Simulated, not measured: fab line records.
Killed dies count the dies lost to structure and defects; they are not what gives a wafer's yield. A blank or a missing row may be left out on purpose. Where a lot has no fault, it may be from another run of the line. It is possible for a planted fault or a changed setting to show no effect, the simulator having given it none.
Which of the tools did it? + flow sky130 + route of 708 steps, sampled at 1 step: 7 lots, 19 wafers

## WHAT THE GAUGES SHOWED, per wafer
SKY_SONOS_ONO_THK_MEAS_01.
| lot  | measured     | on            | SONOS_ONO_OXIDATION_THK (nm) |
|------|--------------|---------------|------------------------------|
| L563 | day 11 16:08 | film-metro-02 | 2.62 2.60 2.56               |
| L568 | day 13 12:39 | film-metro-04 | 2.50 2.46 2.51               |
| L570 | day 14 05:44 | film-metro-04 | 2.59 2.56 2.58               |
| L573 | day 15 03:13 | film-metro-04 | 2.59 2.55                    |
| L577 | day 16 07:11 | film-metro-02 | 2.60 2.64                    |
| L583 | day 18 16:28 | film-metro-04 | 2.65 2.65 2.61               |
| L585 | day 19 12:46 | film-metro-02 | 2.72 2.62 2.66               |

## TOOL THAT RAN EACH LOT (tool first, then ch and the chambers of the sampled wafers, then the start)
Record: no process step prior to these readings.

## THE ANSWER, worked out from the rows above alone
Rule: usual is defined by the lots themselves. The widest of any qualifying gaps counts: lots, ordered by their means at a reading, are off when they make up no more than a third of the lots, leave a main group of 4 or more, and stand apart from it by 3 or more times the standard deviation of that group's means. A main group whose means are all the same, to the digits that the tables above print for the reading, isn't used. Also off: a lot with no number at a reading for which 4 or more lots have one. Any other lot the step has rows for is counted as sound.
Nothing can be told from this: no lot is off at any reading shown.

## WHAT WAS PUT IN BY THE SIMULATOR
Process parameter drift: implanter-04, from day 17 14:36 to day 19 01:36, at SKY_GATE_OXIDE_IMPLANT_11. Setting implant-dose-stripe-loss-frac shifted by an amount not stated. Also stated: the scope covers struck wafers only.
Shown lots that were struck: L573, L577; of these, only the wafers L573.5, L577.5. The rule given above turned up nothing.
